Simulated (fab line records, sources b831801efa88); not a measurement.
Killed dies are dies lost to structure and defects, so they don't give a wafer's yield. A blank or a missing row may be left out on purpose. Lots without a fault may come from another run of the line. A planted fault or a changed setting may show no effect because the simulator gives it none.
fab line records | flow sky130
record lots=7 wafers=21 last_day=50
route steps=708 shown METAL5@668 PASSIVATION@681 PAD_OPEN@694
lots that met no fault: from a run of the same line without faults
start_h: hours from the record's first day to the start of the lot's first wafer shown | wait_h: hours since the lot's step before | " the same as in the row above | L1.1+2: a row that stands for several wafers | - no value, or no start given | * or withheld: withheld | < > ~ a bound
route shown NAME@n: a module of which the file shows steps, and the number in the route of the first | usual: mean/standard deviation of fault-free wafers | same: alike in all rows | chamber/n: place in a boat | sites: the reading at each site | _std_site: their standard deviation | _edge_site: outer sites' mean less inner sites' | radius_mm: how far each site lies from the wafer's centre | mask NAME#n: copy n | behind: the tool/chamber that last shaped the wafer | hold: why the lot was held/for how many hours/how that ended | device: the transistor (n, p or np) that didn't switch | end of line: the same wafers' tests at the end of the route | a step without rows: its recipe alone | killed: dies lost to structure and defects at the first sort, not the wafer's yield | map: a wafer's dies, x killed, . not, _ none there
set.NAME: the setting as run; set.NAME@STEP: as run at that earlier step | model.NAME: the simulator's own value behind a step, which no gauge read
lots at some steps of the route; a table a step, a row a wafer
services: from which hour (start_h, from the record's first day; less than 0 if before it) a tool's chamber was out of use, for how many hours, and why
## steps
# step SKY_METAL5_DEHYDRATE_07
# recipe temp_c=200 time_s=60
# step SKY_METAL5_HMDS_08
# recipe prime_time_s=60 prime_temp_c=120
# step SKY_METAL5_COAT_09
# recipe resist=NOVOLAK spin_rpm=3000 resist_thk_nm=1800
# step SKY_METAL5_SOFTBAKE_10
# recipe temp_c=90 time_s=60 resist=NOVOLAK
# step SKY_METAL5_EXPOSE_11
# recipe mask_id=MM5 na=0.6 source_shape=conventional sigma_outer=0.6 polarization=unpolarized target_cd_nm=1600 dose_mj=190
# step SKY_METAL5_PEB_12
# recipe temp_c=withheld time_s=* resist=NOVOLAK
# step SKY_METAL5_DEVELOP_13
# recipe resist=NOVOLAK developer=TMAH develop_time_s=60 dev_temp_c=23
# step SKY_METAL5_DESCUM_14
# recipe chemistry=O2 source_power_w=150 bias_power_w=0 pressure_mtorr=10 temp_c=40 time_s=11
# usual drypump_motor_current_A=5.5/0.33 oes_product_au=1.002/0.0082 temp_c=40.01/0.1
# same bias_power_w=0
# columns lot.wafer tool chamber start_h wait_h drypump_motor_current_A oes_product_au rf_hours_counter_h temp_c
L103.3 rie_metal-04 0 1089.43 0.1 5.8 1.007 - 40.12
L103.5 " 1 " " 6.0 1.021 - 40.02
L103.6 " 0 " " 5.8 1.011 - 40.06
L107.1 rie_metal-02 1 1095.80 0.1 5.1 0.994 9 40.23
L107.2 " 0 " " 5.9 0.995 17 40.17
L107.4 " 1 " " 5.1 1.002 - 39.92
L108.2 rie_metal-03 1 1100.47 0.1 5.3 1.002 12 40.05
L108.3 " 1 " " 5.3 1.007 - 40.09
L108.4 " 0 " " 5.5 0.997 - 40.07
L111.1 rie_metal-03 0 1116.00 0.1 5.5 0.993 18 40.04
L111.2 " 1 " " 5.3 0.992 14 40.05
L111.3 " 1 " " 5.3 1.004 - 40.14
L116.1 rie_metal-04 1 1140.37 0.1 6.0 0.998 5 39.98
L116.3 " 1 " " 5.9 0.995 - 39.88
L116.4 " 0 " " 5.8 1.003 - 39.88
L118.2 rie_metal-03 0 1154.40 0.1 5.5 0.985 22 39.95
L118.3 " 0 " " 5.5 0.993 - 40.12
L118.5 " 1 " " 5.3 1.004 - 40.04
L119.1 rie_metal-04 1 1160.47 0.1 5.9 1.013 7 39.97
L119.4 " 1 " " 6.0 1.004 - 39.99
L119.5 " 0 " " 5.8 1.000 - 40.01
# step SKY_METAL5_METAL_ETCH_15
# recipe target_depth_a=12600 stop_on=SiO2 over_etch_frac=0.2 time_s=252 chemistry=Cl2/BCl3 resist_sidewall_deg=86 pressure_mtorr=10 icp_w=900 bias_w=48.5 Cl2_flow_sccm=60 bcl3_flow_sccm=30
# usual bias_w=48.50/0.14 drypump_motor_current_A=5.5/0.33 oes_product_au=0.895/0.0051 throttle_valve_pct=22.264/0.0088
# columns lot.wafer tool chamber start_h wait_h bias_w drypump_motor_current_A oes_product_au rf_hours_counter_h throttle_valve_pct
L103.3 rie_metal-04 0 1089.53 0.1 48.27 5.8 0.900 - 22.272
L103.5 " 1 " " 48.65 5.9 0.891 - 22.265
L103.6 " 0 " " 48.41 5.8 0.896 - 22.275
L107.1 rie_metal-02 1 1095.83 0.0 48.54 5.1 0.894 9 22.260
L107.2 " 0 " " 48.66 5.9 0.894 17 22.274
L107.4 " 1 " " 48.64 5.0 0.883 - 22.269
L108.2 rie_metal-03 1 1100.50 0.0 48.52 5.2 0.887 12 22.252
L108.3 " 1 " " 48.42 5.3 0.892 - 22.282
L108.4 " 0 " " 48.35 5.5 0.891 - 22.268
L111.1 rie_metal-03 0 1116.03 0.0 48.38 5.5 0.903 18 22.273
L111.2 " 1 " " 48.42 5.2 0.889 14 22.258
L111.3 " 1 " " 48.38 5.2 0.886 - 22.267
L116.1 rie_metal-04 1 1140.40 0.0 48.44 6.0 0.896 5 22.256
L116.3 " 1 " " 48.58 5.9 0.890 - 22.271
L116.4 " 0 " " 48.47 5.8 0.894 - 22.269
L118.2 rie_metal-03 0 1154.43 0.0 48.70 5.5 0.888 22 22.264
L118.3 " 0 " " 48.57 5.5 0.894 - 22.269
L118.5 " 1 " " 48.48 5.2 0.897 - 22.265
L119.1 rie_metal-04 1 1160.50 0.0 48.68 5.9 0.889 7 22.246
L119.4 " 1 " " 48.46 5.9 0.895 - 22.268
L119.5 " 0 " " 48.44 5.8 0.895 - 22.262
# step SKY_METAL5_STRIP_16
# recipe chemistry=O2/N2 power_w=1400 pressure_mtorr=1500 platen_temp_c=withheld o2_flow_sccm=3000 n2_flow_sccm=300 overash_fraction=0.5
# usual drypump_motor_current_A=5.56/0.27 oes_product_au=0.710/0.0044 strip_time_to_endpoint_s=13.04/0.12
# columns lot.wafer tool chamber start_h wait_h drypump_motor_current_A oes_product_au rf_hours_counter_h strip_time_to_endpoint_s
L103.3 plasma_asher-01 0 1089.72 0.1 5.43 0.705 - 12.98
L103.5 " 0 " " 5.46 0.709 - 12.93
L103.6 " 1 " " 5.47 0.710 - 12.93
L107.1 plasma_asher-04 1 1096.07 0.2 5.06 0.715 3 13.04
L107.2 " 0 " " 5.64 0.709 3 13.00
L107.4 " 0 " " 5.65 0.711 - 13.03
L108.2 plasma_asher-04 0 1100.74 0.2 5.64 0.711 4 13.08
L108.3 " 1 " " 5.04 0.708 - 13.06
L108.4 " 0 " " 5.65 0.712 - 13.24
L111.1 plasma_asher-04 1 1116.27 0.2 5.03 0.709 5 13.22
L111.2 " 0 " " 5.66 0.709 5 13.02
L111.3 " 1 " " 5.05 0.712 - 12.99
L116.1 plasma_asher-01 1 1140.64 0.2 5.55 0.711 103 13.16
L116.3 " 0 " " 5.46 0.716 - 13.19
L116.4 " 1 " " 5.48 0.711 - 13.10
L118.2 plasma_asher-03 0 1154.67 0.2 5.98 0.709 70 13.00
L118.3 " 1 " " 5.53 0.711 - 13.03
L118.5 " 0 " " 6.01 0.720 - 12.88
L119.1 plasma_asher-03 0 1160.74 0.2 5.98 0.714 70 13.05
L119.4 " 1 " " 5.52 0.712 - 12.92
L119.5 " 1 " " 5.53 0.708 - 12.97
# step SKY_METAL5_STRIP_17
# recipe chemistry=post_etch_residue_remover time_s=1200 temp_c=72.5
# step SKY_METAL5_CLEAN_18
# recipe chemistry=IPA time_s=180 temp_c=25
# step SKY_METAL5_CLEAN_19
# recipe chemistry=O3/DIW dry=n2_spin
# columns lot.wafer tool chamber start_h wait_h
L103.3+5+6 wet_bench-02 0 1090.19 0.0
L107.1+2+4 wet_bench-02 0 1096.57 0.0
L108.2+3+4 wet_bench-01 0 1101.36 0.0
L111.1+2+3 wet_bench-02 2 1116.87 0.0
L116.1+3+4 wet_bench-02 1 1141.14 0.0
L118.2+3+5 wet_bench-02 1 1155.17 0.0
L119.1+4+5 wet_bench-02 1 1161.24 0.0
# step SKY_PASSIVATION_CVD_00
# recipe material=SiO2 target_thk_nm=90 temp_c=400 time_s=withheld rf_w=600
# step SKY_PASSIVATION_THK_MEAS_01
# recipe reads=SiO2_of_PASSIVATION_CVD_00
# usual PASSIVATION_CVD_00_THK=90.1/1.1
# columns lot.wafer tool chamber start_h wait_h PASSIVATION_CVD_00_THK[nm]
L103.3 film_metro-02 - 1090.33 - 88.9
L103.5 " - " " 89.1
L103.6 " - " " 90.8
L107.1 film_metro-03 - 1096.69 - 89.3
L107.2 " - " " 89.1
L107.4 " - " " 91.2
L108.2 film_metro-01 - 1101.49 - 89.8
L108.3 " - " " 91.5
L108.4 " - " " 92.4
L111.1 film_metro-01 - 1116.99 - 89.4
L111.2 " - " " 88.5
L111.3 " - " " 89.5
L116.1 film_metro-03 - 1141.26 - 89.2
L116.3 " - " " 91.4
L116.4 " - " " 90.7
L118.2 film_metro-02 - 1155.30 - 88.6
L118.3 " - " " 90.5
L118.5 " - " " 90.6
L119.1 film_metro-02 - 1161.36 - 90.0
L119.4 " - " " 91.4
L119.5 " - " " 91.9
# step SKY_PASSIVATION_CVD_02
# recipe material=Si3N4 target_thk_nm=540 temp_c=400 time_s=withheld rf_w=450
# step SKY_PASSIVATION_THK_MEAS_03
# recipe reads=Si3N4_of_PASSIVATION_CVD_02
# usual PASSIVATION_CVD_02_THK=540/6.6
# columns lot.wafer tool chamber start_h wait_h PASSIVATION_CVD_02_THK[nm]
L103.3 film_metro-02 - 1090.62 - 556
L103.5 " - " " 550
L103.6 " - " " 557
L107.1 film_metro-01 - 1096.98 - 540
L107.2 " - " " 536
L107.4 " - " " 551
L108.2 film_metro-03 - 1101.77 - 539
L108.3 " - " " 541
L108.4 " - " " 554
L111.1 film_metro-02 - 1117.27 - 540
L111.2 " - " " 537
L111.3 " - " " 533
L116.1 film_metro-02 - 1141.55 - 535
L116.3 " - " " 542
L116.4 " - " " 546
L118.2 film_metro-01 - 1155.59 - 536
L118.3 " - " " 535
L118.5 " - " " 543
L119.1 film_metro-02 - 1161.65 - 531
L119.4 " - " " 540
L119.5 " - " " 539
# step SKY_PASSIVATION_DEHYDRATE_04
# recipe temp_c=200 time_s=60
# step SKY_PASSIVATION_HMDS_05
# recipe prime_time_s=60 prime_temp_c=120
# step SKY_PASSIVATION_COAT_06
# recipe spin_rpm=2000 resist_thk_nm=3000
# step SKY_PASSIVATION_SOFTBAKE_07
# recipe temp_c=110 time_s=withheld
# step SKY_PASSIVATION_EXPOSE_08
# recipe mask_id=NSM target_cd_nm=3000 na=0.57 dose_mj=260
# step SKY_PASSIVATION_PEB_09
# recipe temp_c=115 time_s=withheld
# step SKY_PASSIVATION_DEVELOP_10
# recipe develop_time_s=60 dev_temp_c=23
# step SKY_PASSIVATION_ETCH_11
# recipe chemistry=CF4/O2 target_depth_nm=725 stop_on=AlCu source_w=800 bias_w=156 pressure_mtorr=150 cf4_flow_sccm=80 O2_flow_sccm=10 time_s=161.1
# step SKY_PASSIVATION_STRIP_12
# recipe chemistry=O2/N2 power_w=1400 pressure_mtorr=1500 platen_temp_c=withheld overash_fraction=0.7 o2_flow_sccm=3000 n2_flow_sccm=300
# usual drypump_motor_current_A=5.5/0.46 oes_product_au=0.661/0.0044 strip_time_to_endpoint_s=31.45/0.13
# columns lot.wafer tool chamber start_h wait_h drypump_motor_current_A oes_product_au rf_hours_counter_h strip_time_to_endpoint_s
L103.3 plasma_asher-03 0 1110.34 0.1 6.0 0.657 - 31.61
L103.5 " 0 " " 6.0 0.662 - 31.50
L103.6 " 1 " " 5.6 0.656 - 31.49
L107.1 plasma_asher-03 0 1116.51 0.1 6.0 0.665 66 31.16
L107.2 " 1 " " 5.5 0.657 66 31.25
L107.4 " 1 " " 5.6 0.661 - 31.14
L108.2 plasma_asher-04 1 1121.25 0.1 5.0 0.655 6 31.45
L108.3 " 0 " " 5.6 0.658 - 31.32
L108.4 " 1 " " 5.0 0.659 - 31.28
L111.1 plasma_asher-04 0 1137.41 0.1 5.7 0.657 7 31.49
L111.2 " 1 " " 5.1 0.662 7 31.45
L111.3 " 0 " " 5.6 0.661 - 31.47
L116.1 plasma_asher-03 0 1159.66 0.1 5.9 0.656 70 31.51
L116.3 " 0 " " 6.0 0.662 - 31.50
L116.4 " 1 " " 5.5 0.660 - 31.45
L118.2 plasma_asher-03 1 1173.11 0.1 5.6 0.661 72 31.46
L118.3 " 0 " " 6.0 0.658 - 31.56
L118.5 " 0 " " 6.0 0.659 - 31.59
L119.1 plasma_asher-02 1 1178.48 0.1 4.7 0.656 42 31.72
L119.4 " 0 " " 5.9 0.661 - 31.65
L119.5 " 0 " " 5.8 0.661 - 31.57
# step SKY_PAD_OPEN_DEHYDRATE_00
# recipe temp_c=200 time_s=60
# step SKY_PAD_OPEN_HMDS_01
# recipe prime_time_s=60 prime_temp_c=120
# step SKY_PAD_OPEN_COAT_02
# recipe spin_rpm=2000 resist_thk_nm=3000
# step SKY_PAD_OPEN_SOFTBAKE_03
# recipe temp_c=110 time_s=withheld
# step SKY_PAD_OPEN_EXPOSE_04
# recipe mask_id=PDM target_cd_nm=60000 na=0.57 dose_mj=260
# step SKY_PAD_OPEN_PEB_05
# recipe temp_c=115 time_s=withheld
# step SKY_PAD_OPEN_DEVELOP_06
# recipe develop_time_s=60 dev_temp_c=23
# step SKY_PAD_OPEN_ETCH_07
# recipe chemistry=CF4/O2 target_depth_nm=725 stop_on=AlCu source_w=800 bias_w=150 pressure_mtorr=150 cf4_flow_sccm=80 O2_flow_sccm=10 time_s=161.1
# usual bias_w=150.0/0.46 drypump_motor_current_A=5.5/0.37 oes_product_au=0.978/0.0063 throttle_valve_pct=5.963/0.0089
# columns lot.wafer tool chamber start_h wait_h bias_w drypump_motor_current_A oes_product_au rf_hours_counter_h throttle_valve_pct
L103.3 rie_diel-03 2 1129.65 - 150.3 6.1 0.988 13 5.983
L103.5 " 1 " " 149.7 5.6 0.979 - 5.963
L103.6 " 2 " " 150.0 6.1 0.996 - 5.974
L107.1 rie_diel-03 0 1136.95 - 150.4 5.0 0.981 10 5.966
L107.2 " 3 " " 149.9 5.4 0.977 25 5.949
L107.4 " 1 " " 149.9 5.6 0.988 9 5.965
L108.2 rie_diel-01 3 1140.95 - 150.9 5.6 0.972 26 5.964
L108.3 " 0 " " 150.0 5.7 0.986 25 5.958
L108.4 " 1 " " 149.6 4.8 0.984 19 5.972
L111.1 rie_diel-03 0 1155.35 - 150.0 5.1 0.984 11 5.976
L111.2 " 3 " " 149.9 5.4 0.971 25 5.967
L111.3 " 1 " " 150.3 5.6 0.970 9 5.953
L116.1 rie_diel-03 0 1175.85 - 150.3 5.0 0.975 12 5.954
L116.3 " 3 " " 150.3 5.4 0.990 26 5.961
L116.4 " 2 " " 149.6 6.1 0.988 15 5.976
L118.2 rie_diel-02 0 1189.25 - 150.0 6.0 0.967 8 5.964
L118.3 " 3 " " 150.3 5.0 0.974 8 5.947
L118.5 " 0 " " 149.8 6.1 0.978 - 5.976
L119.1 rie_diel-01 2 1193.70 - 151.0 5.9 0.966 28 5.967
L119.4 " 3 " " 149.9 5.6 0.985 28 5.933
L119.5 " 2 " " 150.8 5.9 0.989 - 5.973
# step SKY_PAD_OPEN_STRIP_08
# recipe chemistry=O2/N2 power_w=1400 pressure_mtorr=1500 platen_temp_c=withheld overash_fraction=0.7 o2_flow_sccm=3000 n2_flow_sccm=300
# step SKY_PAD_OPEN_STRIP_09
# recipe chemistry=post_etch_residue_remover time_s=1200 temp_c=72.5
# step SKY_PAD_OPEN_CLEAN_10
# recipe chemistry=IPA time_s=180 temp_c=25
# step SKY_PAD_OPEN_CLEAN_11
# recipe chemistry=O3/DIW dry=n2_spin
# step SKY_PAD_OPEN_ANNEAL_12
# recipe temp_c=403.2 time_s=withheld ambient=N2/H2 idle_temp_c=300 ramp_up_c_per_min=8 ramp_down_c_per_min=4
# step SKY_PAD_OPEN_BOW_MEAS_13
# recipe mode=bow
# usual PAD_OPEN_BOW=47/7.5
# columns lot.wafer tool chamber start_h wait_h PAD_OPEN_BOW[um]
L103.3 film_metro-01 - 1132.07 - 51
L103.5 " - " " 47
L103.6 " - " " 54
L107.1 film_metro-04 - 1139.18 - 54
L107.2 " - " " 50
L107.4 " - " " 59
L108.2 film_metro-03 - 1143.24 - 35
L108.3 " - " " 43
L108.4 " - " " 49
L111.1 film_metro-01 - 1157.54 - 46
L111.2 " - " " 50
L111.3 " - " " 50
L116.1 film_metro-03 - 1178.04 - 38
L116.3 " - " " 40
L116.4 " - " " 40
L118.2 film_metro-04 - 1191.51 - 45
L118.3 " - " " 51
L118.5 " - " " 51
L119.1 film_metro-01 - 1195.90 - 58
L119.4 " - " " 53
L119.5 " - " " 66
# step SKY_PAD_OPEN_PROBE_99
# usual defect_limited_yield=82.2/1.8 killed_at_M0_to_M3=44/7.1 killed_at_M4_up=3.1/1.9 killed_at_contacts=25/5.8 killed_at_front_end=16/4.5 killed_at_other=0.3/0.52 killed_dies=88/9.1 killed_on_rim=17/4 killed_open=48/6.8 killed_short=39/5.8 sort_bin_3_pad_short=0.9/0.4 sort_bin_5_function=10.6/1.4 sort_bin_6_memory=6.3/1.1 sort_n_pass=404/9.1 sort_yield_pct=82.2/1.8
# same gross_dies=492 killed_at_back_side=0 sort_bin_4_leakage[%]=0 sort_bin_8_speed[%]=0
# columns lot.wafer tool chamber start_h wait_h hold defect_limited_yield[%] killed_at_M0_to_M3 killed_at_M4_up killed_at_contacts killed_at_front_end killed_at_other killed_dies killed_on_rim killed_open killed_short sort_bin_3_pad_short[%] sort_bin_5_function[%] sort_bin_6_memory[%] sort_n_pass sort_yield_pct[%] model.etest.tester.sort_n_pass model.etest.tester.sort_yield_pct model.etest.tester.sort_bin_5_pct model.etest.tester.sort_bin_3_pct
L103.3 prober-01 - 1132.25 0.2 - 86.0 34 3 16 16 0 69 16 35 34 1.2 8.1 4.7 423 86.0 423 85.98 8.13 1.22
L103.5 prober-01 - 1132.35 0.2 - 83.3 49 1 19 12 1 82 17 43 38 1.0 9.8 5.9 410 83.3 410 83.33 9.756 1.016
L103.6 prober-01 - 1132.40 0.2 - 82.5 51 6 17 12 0 86 18 47 39 0.2 11.4 5.9 406 82.5 406 82.52 11.38 0.2033
L107.1 prober-01 - 1139.30 0.1 - 80.1 40 6 31 21 0 98 21 49 49 1.4 9.6 8.9 394 80.1 394 80.08 9.553 1.423
L107.2 prober-01 - 1139.35 0.1 - 80.7 46 3 34 12 0 95 14 49 46 2.0 10.4 6.9 397 80.7 397 80.69 10.37 2.033
L107.4 prober-01 - 1139.45 0.2 - 82.1 38 1 37 12 0 88 15 47 41 0.8 11.4 5.7 404 82.1 404 82.11 11.38 0.813
L108.2 prober-02 - 1143.39 0.1 - 82.3 42 2 30 13 0 87 16 46 41 1.0 10.2 6.5 405 82.3 405 82.32 10.16 1.016
L108.3 prober-02 - 1143.44 0.2 - 85.2 31 0 34 8 0 73 10 36 35 0.8 8.3 5.7 419 85.2 419 85.16 8.333 0.813
L108.4 prober-02 - 1143.49 0.2 - 81.1 60 3 22 8 0 93 18 45 48 1.2 12.0 5.7 399 81.1 399 81.1 11.99 1.22
L111.1 prober-02 - 1157.66 0.1 - 81.5 49 3 23 16 0 91 14 49 41 1.2 11.2 6.1 401 81.5 401 81.5 11.18 1.22
L111.2 prober-02 - 1157.71 0.1 - 81.1 42 3 31 17 0 93 18 49 44 1.0 12.6 5.3 399 81.1 399 81.1 12.6 1.016
L111.3 prober-02 - 1157.76 0.2 - 81.3 36 4 26 25 1 92 16 49 42 1.6 12.6 4.5 400 81.3 400 81.3 12.6 1.626
L116.1 prober-02 - 1178.16 0.1 await_dispo/2.7h/release 75.6 41 50 16 13 0 120 28 40 32 2.8 15.2 6.3 372 75.6 372 75.61 15.24 2.846
L116.3 prober-02 - 1178.26 0.2 await_dispo/2.7h/release 76.4 37 48 22 9 0 116 22 44 27 2.8 13.8 6.9 376 76.4 376 76.42 13.82 2.846
L116.4 prober-02 - 1178.31 0.2 await_dispo/2.7h/release 71.5 48 47 25 20 0 140 28 56 41 4.1 16.9 7.5 352 71.5 352 71.54 16.87 4.065
L118.2 prober-02 - 1191.66 0.1 await_dispo/1.9h/release 71.5 52 44 35 9 0 140 33 52 48 3.5 17.5 7.5 352 71.5 352 71.54 17.48 3.455
L118.3 prober-02 - 1191.71 0.2 await_dispo/1.9h/release 73.8 44 46 25 14 0 129 32 48 38 2.8 14.4 8.9 363 73.8 363 73.78 14.43 2.846
L118.5 prober-02 - 1191.81 0.2 await_dispo/1.9h/release 74.0 49 47 24 8 0 128 26 49 36 3.9 14.8 7.3 364 74.0 364 73.98 14.84 3.862
L119.1 prober-01 - 1196.02 0.1 await_dispo/3.0h/release 74.0 40 49 21 18 0 128 25 39 42 3.3 16.3 6.5 364 74.0 364 73.98 16.26 3.252
L119.4 prober-01 - 1196.17 0.2 await_dispo/3.0h/release 73.0 35 46 38 14 0 133 29 58 30 3.9 15.4 7.7 359 73.0 359 72.97 15.45 3.862
L119.5 prober-01 - 1196.22 0.2 await_dispo/3.0h/release 71.5 46 49 26 19 0 140 27 46 47 3.7 16.9 7.9 352 71.5 352 71.54 16.87 3.659
# killed by level:class
L103.3 VIA1:geometric_particle:open=8 CONTACT:geometric_particle:open=6 VIA3:geometric_particle:open=6 VIA1:geometric_particle:short=5 FIELD_ISO:geometric_particle:open=4 METAL1:geometric_particle:short=4 METAL3:geometric_particle:short=4 FIELD_ISO:geometric_particle:short=3
L103.5 VIA1:geometric_particle:open=13 VIA1:geometric_particle:short=8 CONTACT:geometric_particle:open=7 METAL1:geometric_particle:short=7 LI_CONTACT:geometric_particle:open=6 METAL2:geometric_particle:short=5 VIA2:geometric_particle:short=5 FIELD_ISO:geometric_particle:open=4
L103.6 VIA1:geometric_particle:open=10 VIA3:geometric_particle:open=8 CONTACT:geometric_particle:open=7 METAL1:geometric_particle:short=7 VIA2:geometric_particle:open=7 METAL2:geometric_particle:short=6 LOCAL_INTERCONNECT:geometric_particle:short=5 POLY_GATE:geometric_particle:open=3
L107.1 VIA1:geometric_particle:open=12 CONTACT:geometric_particle:open=10 LOCAL_INTERCONNECT:geometric_particle:short=8 FIELD_ISO:geometric_particle:short=7 LI_CONTACT:geometric_particle:open=5 CONTACT:geometric_particle:short=4 VIA1:geometric_particle:short=4 METAL2:geometric_particle:short=4
L107.2 VIA1:geometric_particle:open=12 CONTACT:geometric_particle:open=12 CONTACT:geometric_particle:short=6 METAL1:geometric_particle:short=6 POLY_GATE:geometric_particle:short=5 LI_CONTACT:geometric_particle:short=5 LI_CONTACT:geometric_particle:open=5 VIA2:geometric_particle:open=5
L107.4 LOCAL_INTERCONNECT:geometric_particle:short=11 CONTACT:geometric_particle:open=11 VIA1:geometric_particle:open=11 CONTACT:geometric_particle:short=7 VIA1:geometric_particle:short=7 POLY_GATE:geometric_particle:open=5 LI_CONTACT:geometric_particle:open=4 LOCAL_INTERCONNECT:geometric_particle:open=4
L108.2 CONTACT:geometric_particle:open=11 VIA2:geometric_particle:open=9 VIA1:geometric_particle:open=8 LOCAL_INTERCONNECT:geometric_particle:short=7 LI_CONTACT:geometric_particle:open=6 FIELD_ISO:geometric_particle:short=5 CONTACT:geometric_particle:short=5 VIA3:geometric_particle:short=5
L108.3 CONTACT:geometric_particle:open=9 LOCAL_INTERCONNECT:geometric_particle:short=9 CONTACT:geometric_particle:short=7 VIA2:geometric_particle:open=7 LI_CONTACT:geometric_particle:open=5 VIA1:geometric_particle:open=5 METAL2:geometric_particle:short=5 VIA1:geometric_particle:short=4
L108.4 VIA3:geometric_particle:open=10 LI_CONTACT:geometric_particle:open=9 VIA1:geometric_particle:open=9 METAL2:geometric_particle:short=9 VIA2:geometric_particle:open=9 METAL1:geometric_particle:short=6 LOCAL_INTERCONNECT:geometric_particle:short=5 VIA1:geometric_particle:short=5
L111.1 VIA1:geometric_particle:open=14 VIA3:geometric_particle:open=7 LI_CONTACT:geometric_particle:open=6 LOCAL_INTERCONNECT:geometric_particle:short=6 CONTACT:geometric_particle:open=6 VIA1:geometric_particle:short=6 FIELD_ISO:geometric_particle:short=5 METAL1:geometric_particle:short=5
L111.2 CONTACT:geometric_particle:open=10 CONTACT:geometric_particle:short=9 LI_CONTACT:geometric_particle:open=7 VIA3:geometric_particle:open=7 VIA1:geometric_particle:open=7 FIELD_ISO:geometric_particle:short=6 METAL1:geometric_particle:short=5 METAL2:geometric_particle:short=5
L111.3 FIELD_ISO:geometric_particle:open=11 VIA1:geometric_particle:open=9 LI_CONTACT:geometric_particle:open=8 CONTACT:geometric_particle:open=7 METAL1:geometric_particle:short=6 FIELD_ISO:geometric_particle:short=5 METAL2:geometric_particle:short=4 POLY_GATE:geometric_particle:short=4
L116.1 METAL5:unspecified=48 CONTACT:geometric_particle:open=8 METAL1:geometric_particle:short=8 VIA1:geometric_particle:open=7 VIA3:geometric_particle:open=7 METAL2:geometric_particle:short=5 VIA2:geometric_particle:open=5 FIELD_ISO:geometric_particle:short=4
L116.3 METAL5:unspecified=45 CONTACT:geometric_particle:open=10 VIA1:geometric_particle:open=7 VIA2:geometric_particle:open=7 LI_CONTACT:geometric_particle:short=5 LI_CONTACT:geometric_particle:open=5 METAL1:geometric_particle:short=4 VIA3:geometric_particle:open=4
L116.4 METAL5:unspecified=43 CONTACT:geometric_particle:open=9 LI_CONTACT:geometric_particle:open=7 VIA1:geometric_particle:open=7 VIA2:geometric_particle:open=6 VIA3:geometric_particle:open=6 FIELD_ISO:geometric_particle:short=5 POLY_GATE:geometric_particle:open=5
L118.2 METAL5:unspecified=40 VIA1:geometric_particle:open=14 CONTACT:geometric_particle:open=10 VIA1:geometric_particle:short=8 LI_CONTACT:geometric_particle:open=7 LOCAL_INTERCONNECT:geometric_particle:short=7 VIA3:geometric_particle:short=6 CONTACT:geometric_particle:short=6
L118.3 METAL5:unspecified=42 LI_CONTACT:geometric_particle:open=10 CONTACT:geometric_particle:open=9 METAL1:geometric_particle:short=8 VIA2:geometric_particle:open=7 VIA1:geometric_particle:short=5 VIA1:geometric_particle:open=5 VIA3:geometric_particle:open=5
L118.5 METAL5:unspecified=42 VIA1:geometric_particle:open=11 LI_CONTACT:geometric_particle:open=9 VIA1:geometric_particle:short=9 VIA3:geometric_particle:open=8 VIA2:geometric_particle:open=6 CONTACT:geometric_particle:open=6 CONTACT:geometric_particle:short=5
L119.1 METAL5:unspecified=47 VIA1:geometric_particle:open=10 METAL1:geometric_particle:short=8 FIELD_ISO:geometric_particle:open=7 CONTACT:geometric_particle:open=6 FIELD_ISO:geometric_particle:short=5 LI_CONTACT:geometric_particle:open=5 METAL2:geometric_particle:short=4
L119.4 METAL5:unspecified=44 CONTACT:geometric_particle:open=15 VIA1:geometric_particle:open=11 LI_CONTACT:geometric_particle:open=10 CONTACT:geometric_particle:short=7 LOCAL_INTERCONNECT:geometric_particle:short=5 METAL2:geometric_particle:short=5 POLY_GATE:geometric_particle:open=4
L119.5 METAL5:unspecified=47 VIA1:geometric_particle:open=13 METAL2:geometric_particle:short=9 CONTACT:geometric_particle:open=7 FIELD_ISO:geometric_particle:short=6 LI_CONTACT:geometric_particle:open=6 LI_CONTACT:geometric_particle:short=5 LOCAL_INTERCONNECT:geometric_particle:short=5
# map L116.4 (x killed, . not)
__________..x.....xx_________
________..........xx.x_______
______..........xxxxxxxx_____
_____.x...........xxxxxxx____
____x..........x.xxxxxxxxx___
___x.xxxxx......xx.xxxxxxx.__
__...xx....x.x..x.xxxxxx.x.._
_...x.x..xx......x.x..xxx....
_..x...x.......xxxxxx.x..x...
_.x.x.................xx...x.
_.x........x.....x.....x....x
_...xx...x......x..x..x..x.x.
_...................x........
_.......x......x...x......x..
_.x..........x.xxx.x...x....x
__..x.x...x..........x.x...._
___..............x......x..__
____.xx.........x..x.....x___
_____.x.x.......x.x...x..____
______.....x..x.x.....x._____
________..x..x.x.xxx.x_______
__________.....xx..._________
# map L118.2 (x killed, . not)
__________.x...x.xxx_________
________.x.......x..xx_______
______....x.x......xxxxx_____
_____.x...x.......xxxxxxx____
____xx...xx....x.xxxxxxxxx___
___....xx..x.x....xxxxxxxxx__
__...x......x..x.xxxx.xxx..._
_.x......x..x...x..xxx.xx....
_...xxx................xx.x..
_.......x...xx.............x.
_..x.....x.xxx.............x.
_x..x...................xxxxx
_..xxx....x...xx.x..x.......x
_.x..x.xx.......x........x...
_....x.xx......x.............
__x.....x.xx...........x...x_
___.xx...x.................__
____.......x...xxx....xx..___
_____.xx.....x.x..x.x....____
______x.x..............._____
________..........xx.._______
__________.......xx._________
## services
# columns tool chamber start_h hours kind
rie_diel-01 0 1066.99 7.0 repair
rie_diel-01 3 1073.34 2.6 repair
plasma_asher-01 - 1078.17 1.4 repair
plasma_asher-01 - 1104.63 1.1 repair
plasma_asher-01 - 1106.20 2.6 repair
plasma_asher-01 - 1109.19 2.4 repair
rie_diel-02 - 1126.00 62.5 repair
rie_metal-04 - 1130.46 0.7 repair
rie_diel-01 - 1156.43 1.0 repair
plasma_asher-01 - 1164.85 0.5 repair
rie_diel-02 - 1186.75 1.4 repair
rie_diel-02 1 1193.32 2.2 repair
## key
first_sign step=SKY_PAD_OPEN_PROBE_99 reading=killed_at_M4_up direction=up sigmas=23 usual=3.1 struck=47.3
effect step=SKY_PAD_OPEN_PROBE_99 reading=sort_bin_3_pad_short direction=up sigmas=6.2 usual=0.9 struck=3.4
model_effect step=SKY_PAD_OPEN_PROBE_99 value=etest.tester.sort_n_pass without=398.9 struck=361.6
met_at SKY_METAL5_CLEAN_19
struck_wafers L116.1,L116.3,L116.4,L118.2,L118.3,L118.5,L119.1,L119.4,L119.5
onset_between 1116.87 1141.14
also_fits time
fault kind=chamber_particle_source tool=wet_bench-02 chamber=- onset_h=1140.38 steps=SKY_METAL5_CLEAN_19 rate_per_visit_cm2=1.399 end_h=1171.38
